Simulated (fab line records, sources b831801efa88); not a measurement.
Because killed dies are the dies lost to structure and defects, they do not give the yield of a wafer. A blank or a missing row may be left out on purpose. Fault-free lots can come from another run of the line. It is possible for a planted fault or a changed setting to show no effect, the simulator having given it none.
fab line records	flow sky130
record: lots: 12	wafers: 36	last-day: 50
route steps=708 shown METAL1@450 VIA1@461 VIA3@573 PAD_OPEN@708
lots with no fault: from the same line, run without faults
start-h: start of the lot's first displayed wafer, in hours after the record's first day	wait-h: hours elapsed since this lot's preceding step	" same as the row above	L1.1+2: a row that stands for several wafers	- either no value or no given start	* or withheld: withheld	< > ~ a bound
route shown NAME@n: NAME is a module with steps in the file, n the number in the route of the first one	usual: mean/standard deviation of fault-free wafers	same: alike in all rows	chamber/n: place in a boat	sites: each site's reading	_std_site: standard deviation of those values	_edge_site: mean of outer sites minus mean of inner sites	radius-mm: for every site, how far away it sits from the centre of the wafer	mask NAME#n: copy n	behind: the most recent tool/chamber to have shaped the wafer	hold: why the lot went on hold/how many hours it stayed there/how the hold came to an end	device: transistor that didn't switch, given as n, p or np	end of line: tests run on the same wafers once the route is complete	a step with no rows: only its recipe	killed: dies that structure and defects cost at the first sort, which is not the same as the wafer's yield	map: a wafer's dies, marking killed ones x, the rest . and places with no die _
set.NAME: the setting that was run; set.NAME@STEP: the one run at that earlier step	model.NAME: the simulator's own value behind a step, which no gauge read
one table for each step of the route and one row for each wafer, over a sample of lots
services: from which hour (start-h, from the record's first day; less than 0 if before it) a tool's chamber was out of use, for how many hours, and why
== steps ==
step: SKY_METAL1_OVL_MEAS_16
usual: METAL1_OVL: 0/5.9
lot.wafer	tool	chamber	start-h	wait-h	METAL1_OVL[nm]
L994.1	overlay-02	-	771.51	0.1	14
L994.4	"	-	"	"	6
L994.6	"	-	"	"	6
L995.2	overlay-02	-	786.62	0.1	-8
L995.5	"	-	"	"	6
L995.6	"	-	"	"	-8
L996.1	overlay-01	-	791.82	0.1	8
L996.2	"	-	"	"	2
L996.6	"	-	"	"	-1
L997.1	overlay-01	-	797.42	0.1	1
L997.5	"	-	"	"	-2
L997.6	"	-	"	"	-8
L998.3	overlay-02	-	808.48	0.1	-10
L998.4	"	-	"	"	-5
L998.5	"	-	"	"	-15
L999.3	overlay-01	-	817.72	0.1	-5
L999.4	"	-	"	"	-2
L999.5	"	-	"	"	0
L103.2	overlay-02	-	846.77	0.1	-6
L103.4	"	-	"	"	-5
L103.6	"	-	"	"	-7
L104.1	overlay-02	-	855.57	0.1	4
L104.4	"	-	"	"	-5
L104.5	"	-	"	"	4
L106.2	overlay-02	-	872.62	0.1	-2
L106.4	"	-	"	"	-3
L106.5	"	-	"	"	-10
L105.1	overlay-02	-	875.32	0.1	-2
L105.3	"	-	"	"	3
L105.5	"	-	"	"	4
L108.3	overlay-02	-	881.72	0.1	4
L108.4	"	-	"	"	8
L108.6	"	-	"	"	4
L114.2	overlay-02	-	932.02	0.1	-4
L114.3	"	-	"	"	0
L114.5	"	-	"	"	1
step: SKY_VIA1_BOW_MEAS_03
recipe: mode: bow
usual: VIA1_BOW: 80/7.3
lot.wafer	tool	chamber	start-h	wait-h	VIA1_BOW[um]
L994.1	film-metro-03	-	773.04	0.2	88
L994.4	"	-	"	"	67
L994.6	"	-	"	"	77
L995.2	film-metro-02	-	788.20	0.3	79
L995.5	"	-	"	"	81
L995.6	"	-	"	"	80
L996.1	film-metro-02	-	793.10	0.2	82
L996.2	"	-	"	"	82
L996.6	"	-	"	"	80
L997.1	film-metro-04	-	798.73	0.2	88
L997.5	"	-	"	"	89
L997.6	"	-	"	"	100
L998.3	film-metro-04	-	810.13	0.1	89
L998.4	"	-	"	"	72
L998.5	"	-	"	"	68
L999.3	film-metro-03	-	819.43	0.2	84
L999.4	"	-	"	"	88
L999.5	"	-	"	"	87
L103.2	film-metro-04	-	848.10	0.1	72
L103.4	"	-	"	"	78
L103.6	"	-	"	"	78
L104.1	film-metro-02	-	856.91	0.1	80
L104.4	"	-	"	"	74
L104.5	"	-	"	"	72
L106.2	film-metro-04	-	873.99	0.2	82
L106.4	"	-	"	"	71
L106.5	"	-	"	"	73
L105.1	film-metro-04	-	876.61	0.3	91
L105.3	"	-	"	"	82
L105.5	"	-	"	"	90
L108.3	film-metro-02	-	883.03	0.3	81
L108.4	"	-	"	"	70
L108.6	"	-	"	"	68
L114.2	film-metro-04	-	933.32	0.2	86
L114.3	"	-	"	"	89
L114.5	"	-	"	"	80
step: SKY_VIA1_SPUTTER_20
recipe: material: TiN	target-thk-nm: 20	chamber-pressure-pa: 5	power-w: 4000	time-s: 80
usual: throttle-valve-pct: 30.4/0.66
lot.wafer	tool	chamber	start-h	wait-h	throttle-valve-pct
L994.1	pvd-sputter-03	-	799.41	0.0	30.4
L994.4	"	-	"	"	30.2
L994.6	"	-	"	"	30.7
L995.2	pvd-sputter-01	-	814.84	0.0	29.5
L995.5	"	-	"	"	30.2
L995.6	"	-	"	"	30.0
L996.1	pvd-sputter-03	-	820.58	0.0	30.0
L996.2	"	-	"	"	30.8
L996.6	"	-	"	"	30.7
L997.1	pvd-sputter-03	-	826.88	0.0	30.3
L997.5	"	-	"	"	30.9
L997.6	"	-	"	"	30.1
L998.3	pvd-sputter-03	-	837.31	0.0	30.9
L998.4	"	-	"	"	30.7
L998.5	"	-	"	"	30.8
L999.3	pvd-sputter-01	-	846.76	0.0	29.9
L999.4	"	-	"	"	30.1
L999.5	"	-	"	"	29.5
L103.2	pvd-sputter-01	-	874.90	0.0	29.4
L103.4	"	-	"	"	30.0
L103.6	"	-	"	"	29.8
L104.1	pvd-sputter-03	-	883.28	0.0	31.1
L104.4	"	-	"	"	30.7
L104.5	"	-	"	"	31.0
L106.2	pvd-sputter-01	-	900.99	0.0	30.4
L106.4	"	-	"	"	29.9
L106.5	"	-	"	"	29.5
L105.1	pvd-sputter-01	-	903.00	0.0	29.4
L105.3	"	-	"	"	30.3
L105.5	"	-	"	"	29.9
L108.3	pvd-sputter-03	-	909.19	0.0	30.6
L108.4	"	-	"	"	30.9
L108.6	"	-	"	"	31.1
L114.2	pvd-sputter-04	-	958.63	0.0	29.4
L114.3	"	-	"	"	29.6
L114.5	"	-	"	"	29.5
step: SKY_VIA3_HDPCVD_00
recipe: material: SiO2	target-thk-nm: 1635	sigma-open-frac: 0.3	time-s: 272.5	temp-c: 400	sih4-flow-sccm: 60	pressure-mtorr: 6
usual: run-length-s: 300.2/0.43
lot.wafer	tool	chamber	start-h	wait-h	run-length-s
L994.1	hdpcvd-01	1	908.76	0.0	300.1
L994.4	"	1	"	"	300.4
L994.6	"	2	"	"	300.5
L995.2	hdpcvd-01	2	921.72	0.0	300.1
L995.5	"	1	"	"	299.8
L995.6	"	2	"	"	300.5
L996.1	hdpcvd-01	0	928.50	0.0	300.2
L996.2	"	1	"	"	299.8
L996.6	"	2	"	"	300.1
L997.1	hdpcvd-01	2	934.09	0.0	300.4
L997.5	"	0	"	"	300.1
L997.6	"	1	"	"	300.3
L998.3	hdpcvd-02	1	944.56	0.0	299.9
L998.4	"	0	"	"	300.4
L998.5	"	2	"	"	300.8
L999.3	hdpcvd-01	2	954.28	0.6	300.4
L999.4	"	1	"	"	300.4
L999.5	"	2	"	"	301.1
L103.2	hdpcvd-01	0	981.22	0.0	299.9
L103.4	"	1	"	"	300.1
L103.6	"	2	"	"	300.2
L104.1	hdpcvd-02	0	987.52	0.0	300.9
L104.4	"	2	"	"	300.9
L104.5	"	1	"	"	299.5
L106.2	hdpcvd-01	1	1004.26	0.0	299.8
L106.4	"	1	"	"	300.2
L106.5	"	0	"	"	299.9
L105.1	hdpcvd-02	2	1005.94	0.0	301.4
L105.3	"	0	"	"	300.5
L105.5	"	1	"	"	299.5
L108.3	hdpcvd-02	2	1011.85	0.0	301.2
L108.4	"	0	"	"	300.9
L108.6	"	2	"	"	301.0
L114.2	hdpcvd-01	0	1056.96	0.0	309.4
L114.3	"	2	"	"	300.2
L114.5	"	1	"	"	300.7
step: SKY_VIA3_THK_MEAS_01
recipe: reads: SiO2_of_VIA3_HDPCVD_00
usual: VIA3_HDPCVD_THK: 1636/17
lot.wafer	tool	chamber	start-h	wait-h	VIA3_HDPCVD_THK[nm]
L994.1	film-metro-04	-	908.93	0.1	1671
L994.4	"	-	"	"	1671
L994.6	"	-	"	"	1651
L995.2	film-metro-03	-	921.90	0.1	1649
L995.5	"	-	"	"	1651
L995.6	"	-	"	"	1626
L996.1	film-metro-04	-	928.67	0.1	1628
L996.2	"	-	"	"	1602
L996.6	"	-	"	"	1614
L997.1	film-metro-03	-	934.25	0.1	1625
L997.5	"	-	"	"	1630
L997.6	"	-	"	"	1624
L998.3	film-metro-02	-	944.75	0.1	1624
L998.4	"	-	"	"	1618
L998.5	"	-	"	"	1656
L999.3	film-metro-04	-	954.46	0.1	1616
L999.4	"	-	"	"	1635
L999.5	"	-	"	"	1608
L103.2	film-metro-04	-	981.40	0.1	1628
L103.4	"	-	"	"	1634
L103.6	"	-	"	"	1609
L104.1	film-metro-02	-	987.69	0.1	1662
L104.4	"	-	"	"	1654
L104.5	"	-	"	"	1656
L106.2	film-metro-03	-	1004.44	0.1	1620
L106.4	"	-	"	"	1633
L106.5	"	-	"	"	1622
L105.1	film-metro-02	-	1006.10	0.1	1664
L105.3	"	-	"	"	1645
L105.5	"	-	"	"	1613
L108.3	film-metro-02	-	1012.04	0.1	1673
L108.4	"	-	"	"	1661
L108.6	"	-	"	"	1678
L114.2	film-metro-02	-	1057.14	0.1	1701
L114.3	"	-	"	"	1648
L114.5	"	-	"	"	1680
step: SKY_PAD_OPEN_PROBE_99
usual: defect-limited-yield: 82.2/1.9	killed_at_M0_to_M3: 45/7.3	killed_at_M4_up: 3.1/1.7	killed-at-contacts: 25/5.1	killed-at-front-end: 15/4.5	killed-at-other: 0.3/0.56	killed-dies: 88/9.4	killed-open: 47/6.6	killed-short: 40/6.9	sort_bin_3_pad_short: 0.9/0.46	sort_bin_5_function: 10.5/1.5	sort_bin_6_memory: 6.4/1.1	sort-n-pass: 404/9.4	sort-yield-pct: 82.2/1.9
same: gross-dies: 492	killed-at-back-side: 0	sort_bin_4_leakage[%]: 0	sort_bin_8_speed[%]: 0
lot.wafer	tool	chamber	start-h	wait-h	defect-limited-yield[%]	killed_at_M0_to_M3	killed_at_M4_up	killed-at-contacts	killed-at-front-end	killed-at-other	killed-dies	killed-open	killed-short	sort_bin_3_pad_short[%]	sort_bin_5_function[%]	sort_bin_6_memory[%]	sort-n-pass	sort-yield-pct[%]
L999.3	prober-01	-	1116.96	0.2	83.5	40	4	24	13	0	81	39	42	1.0	8.7	6.7	411	83.5
L999.4	prober-01	-	1117.01	0.2	82.9	40	6	27	11	0	84	44	40	0.8	10.8	5.5	408	82.9
L999.5	prober-01	-	1117.06	0.2	83.1	32	2	36	12	1	83	53	29	0.4	10.0	6.5	409	83.1
L103.2	prober-02	-	1138.67	0.1	81.9	41	3	34	11	0	89	50	39	0.6	11.8	5.7	403	81.9
L103.4	prober-02	-	1138.77	0.2	82.7	40	2	30	13	0	85	49	36	1.0	8.5	7.7	407	82.7
L103.6	prober-02	-	1138.87	0.2	86.4	29	2	20	15	1	67	28	39	0.6	7.5	5.5	425	86.4
L104.1	prober-01	-	1144.89	0.1	82.5	43	6	26	11	0	86	52	34	1.0	8.9	7.5	406	82.5
L104.4	prober-01	-	1145.04	0.2	81.1	53	5	22	13	0	93	49	44	1.4	12.2	5.3	399	81.1
L104.5	prober-01	-	1145.09	0.2	82.7	39	1	30	14	1	85	59	26	0.6	11.6	5.1	407	82.7
L106.2	prober-02	-	1157.62	0.1	80.1	58	5	25	10	0	98	51	47	0.6	10.2	9.1	394	80.1
L106.4	prober-02	-	1157.72	0.2	84.8	51	2	13	7	2	75	32	41	0.6	10.4	4.3	417	84.8
L106.5	prober-02	-	1157.77	0.2	83.5	44	5	23	9	0	81	50	31	0.6	10.0	5.9	411	83.5
L105.1	prober-01	-	1157.85	0.1	81.7	50	2	21	17	0	90	55	35	0.2	10.4	7.7	402	81.7
L105.3	prober-01	-	1157.95	0.2	84.8	31	5	19	20	0	75	49	26	0.8	8.7	5.7	417	84.8
L105.5	prober-01	-	1158.05	0.2	82.3	51	1	20	15	0	87	52	35	1.2	10.2	6.3	405	82.3
L108.3	prober-01	-	1164.62	0.2	81.3	51	2	21	18	0	92	46	46	2.0	10.4	6.3	400	81.3
L108.4	prober-01	-	1164.67	0.2	80.7	49	5	23	18	0	95	53	42	0.6	11.2	7.5	397	80.7
L108.6	prober-01	-	1164.77	0.2	79.7	53	4	23	20	0	100	52	48	1.2	12.2	6.9	392	79.7
killed by level:class
L999.3 VIA1:geometric-particle:open=10 CONTACT:geometric-particle:open=8 METAL1:geometric-particle:short=8 CONTACT:geometric-particle:short=7 VIA3:geometric-particle:open=7 SPACER:geometric-particle:short=4 LOCAL_INTERCONNECT:geometric-particle:short=4 METAL2:geometric-particle:short=4
L999.4 VIA1:geometric-particle:open=13 CONTACT:geometric-particle:open=9 LI_CONTACT:geometric-particle:open=8 POLY_GATE:geometric-particle:short=5 VIA3:geometric-particle:open=5 METAL4:geometric-particle:short=5 METAL1:geometric-particle:short=4 LOCAL_INTERCONNECT:geometric-particle:short=4
L999.5 LI_CONTACT:geometric-particle:open=15 CONTACT:geometric-particle:open=14 VIA3:geometric-particle:open=9 VIA1:geometric-particle:open=6 POLY_GATE:geometric-particle:open=5 POLY_GATE:geometric-particle:short=4 VIA3:geometric-particle:short=4 METAL2:geometric-particle:short=4
L103.2 VIA1:geometric-particle:open=12 CONTACT:geometric-particle:open=12 CONTACT:geometric-particle:short=8 LI_CONTACT:geometric-particle:open=7 VIA2:geometric-particle:open=7 METAL2:geometric-particle:short=6 LOCAL_INTERCONNECT:geometric-particle:short=5 VIA1:geometric-particle:short=4
L103.4 CONTACT:geometric-particle:open=18 VIA1:geometric-particle:open=10 METAL1:geometric-particle:short=6 METAL2:geometric-particle:short=6 LI_CONTACT:geometric-particle:open=5 FIELD_ISO:geometric-particle:short=4 VIA1:geometric-particle:short=4 VIA3:geometric-particle:open=4
L103.6 POLY_GATE:geometric-particle:short=8 CONTACT:geometric-particle:open=7 VIA2:geometric-particle:open=7 LI_CONTACT:geometric-particle:short=4 LOCAL_INTERCONNECT:geometric-particle:short=4 METAL1:geometric-particle:short=4 METAL2:geometric-particle:short=4 FIELD_ISO:geometric-particle:open=3
L104.1 LI_CONTACT:geometric-particle:open=12 VIA1:geometric-particle:open=8 VIA2:geometric-particle:open=8 CONTACT:geometric-particle:open=7 VIA3:geometric-particle:open=6 METAL2:geometric-particle:short=5 VIA1:geometric-particle:short=4 METAL3:geometric-particle:short=4
L104.4 LI_CONTACT:geometric-particle:open=12 VIA1:geometric-particle:open=12 METAL1:geometric-particle:short=8 VIA3:geometric-particle:open=7 CONTACT:geometric-particle:open=7 VIA2:geometric-particle:short=6 METAL2:geometric-particle:short=5 VIA1:geometric-particle:short=4
L104.5 LI_CONTACT:geometric-particle:open=12 CONTACT:geometric-particle:open=11 VIA1:geometric-particle:open=11 VIA2:geometric-particle:open=6 VIA1:geometric-particle:short=6 POLY_GATE:geometric-particle:open=5 METAL1:geometric-particle:short=4 VIA3:geometric-particle:open=4
L106.2 VIA2:geometric-particle:open=12 VIA1:geometric-particle:open=11 LOCAL_INTERCONNECT:geometric-particle:short=8 METAL1:geometric-particle:short=6 METAL2:geometric-particle:short=6 LI_CONTACT:geometric-particle:open=5 CONTACT:geometric-particle:open=5 VIA3:geometric-particle:short=5
L106.4 METAL1:geometric-particle:short=10 VIA2:geometric-particle:open=9 VIA1:geometric-particle:open=7 CONTACT:geometric-particle:short=6 METAL2:geometric-particle:short=5 VIA3:geometric-particle:open=5 VIA2:geometric-particle:short=5 CONTACT:geometric-particle:open=4
L106.5 CONTACT:geometric-particle:open=10 LI_CONTACT:geometric-particle:open=8 VIA1:geometric-particle:open=8 VIA2:geometric-particle:open=8 METAL1:geometric-particle:short=5 VIA1:geometric-particle:short=5 POLY_GATE:geometric-particle:open=4 METAL2:geometric-particle:short=4
L105.1 VIA1:geometric-particle:open=13 VIA1:geometric-particle:short=12 CONTACT:geometric-particle:open=7 VIA2:geometric-particle:open=7 VIA3:geometric-particle:open=7 POLY_GATE:geometric-particle:open=5 LI_CONTACT:geometric-particle:open=5 METAL1:geometric-particle:short=5
L105.3 VIA1:geometric-particle:open=12 LI_CONTACT:geometric-particle:open=9 FIELD_ISO:geometric-particle:short=5 VIA2:geometric-particle:open=5 CONTACT:geometric-particle:open=5 POLY_GATE:geometric-particle:open=4 POLY_GATE:geometric-particle:short=4 VIA3:geometric-particle:open=4
L105.5 VIA1:geometric-particle:open=12 CONTACT:geometric-particle:open=9 VIA3:geometric-particle:open=9 VIA2:geometric-particle:open=8 METAL2:geometric-particle:short=7 VIA1:geometric-particle:short=6 FIELD_ISO:geometric-particle:short=5 FIELD_ISO:geometric-particle:open=4
L108.3 VIA1:geometric-particle:open=11 SPACER:geometric-particle:open=7 METAL1:geometric-particle:short=6 VIA3:geometric-particle:open=6 CONTACT:geometric-particle:short=5 METAL3:geometric-particle:short=5 METAL2:geometric-particle:short=5 VIA2:geometric-particle:open=5
L108.4 VIA1:geometric-particle:open=11 VIA3:geometric-particle:open=9 FIELD_ISO:geometric-particle:short=8 VIA2:geometric-particle:open=8 CONTACT:geometric-particle:open=7 LI_CONTACT:geometric-particle:open=5 METAL2:geometric-particle:open=4 METAL3:geometric-particle:short=4
L108.6 CONTACT:geometric-particle:open=12 VIA2:geometric-particle:open=12 VIA1:geometric-particle:open=11 METAL1:geometric-particle:short=7 FIELD_ISO:geometric-particle:short=6 FIELD_ISO:geometric-particle:open=5 CONTACT:geometric-particle:short=5 VIA1:geometric-particle:short=4
== services ==
tool	chamber	start-h	hours	kind
pvd-sputter-01	-	802.57	3.0	repair
pvd-sputter-01	-	829.93	3.7	repair
pvd-sputter-03	-	885.50	1.1	repair
hdpcvd-01	-	934.85	0.6	repair
hdpcvd-02	-	950.25	15.0	pm
hdpcvd-02	0	950.25	15.0	vent-cycle
hdpcvd-02	1	950.25	15.0	vent-cycle
hdpcvd-02	2	950.25	15.0	vent-cycle
hdpcvd-01	-	953.34	0.9	repair
hdpcvd-02	0	965.25	-	clean
hdpcvd-02	1	965.25	-	clean
hdpcvd-02	2	965.25	-	clean
pvd-sputter-04	-	965.86	2.0	repair
hdpcvd-01	0	984.52	13.6	repair
pvd-sputter-04	-	986.76	5.1	repair
hdpcvd-02	-	1033.57	0.6	repair
pvd-sputter-04	-	1053.12	8.3	repair
== key ==
first-sign: step: SKY_VIA3_HDPCVD_00	reading: run-length-s	direction: up	sigmas: 21	usual: *	struck: *
effect: step: SKY_VIA3_THK_MEAS_01	reading: VIA3_HDPCVD_THK	direction: up	sigmas: 3.8	usual: 1636	struck: 1701
met-at SKY_VIA3_HDPCVD_00
struck-lots L114
struck-wafers L114.2
not-acting-at SKY_METAL1_OVL_MEAS_16,SKY_VIA1_BOW_MEAS_03,SKY_VIA1_SPUTTER_20
onset-between 1004.26 1056.96
fault: kind: process-parameter-drift	tool: hdpcvd-01	chamber: -	onset-h: 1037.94	steps: SKY_VIA3_HDPCVD_00	channel: time-s	offset: *	shape: step	end-h: 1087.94	scope: struck-wafers-only	acts-in: *	stated: *
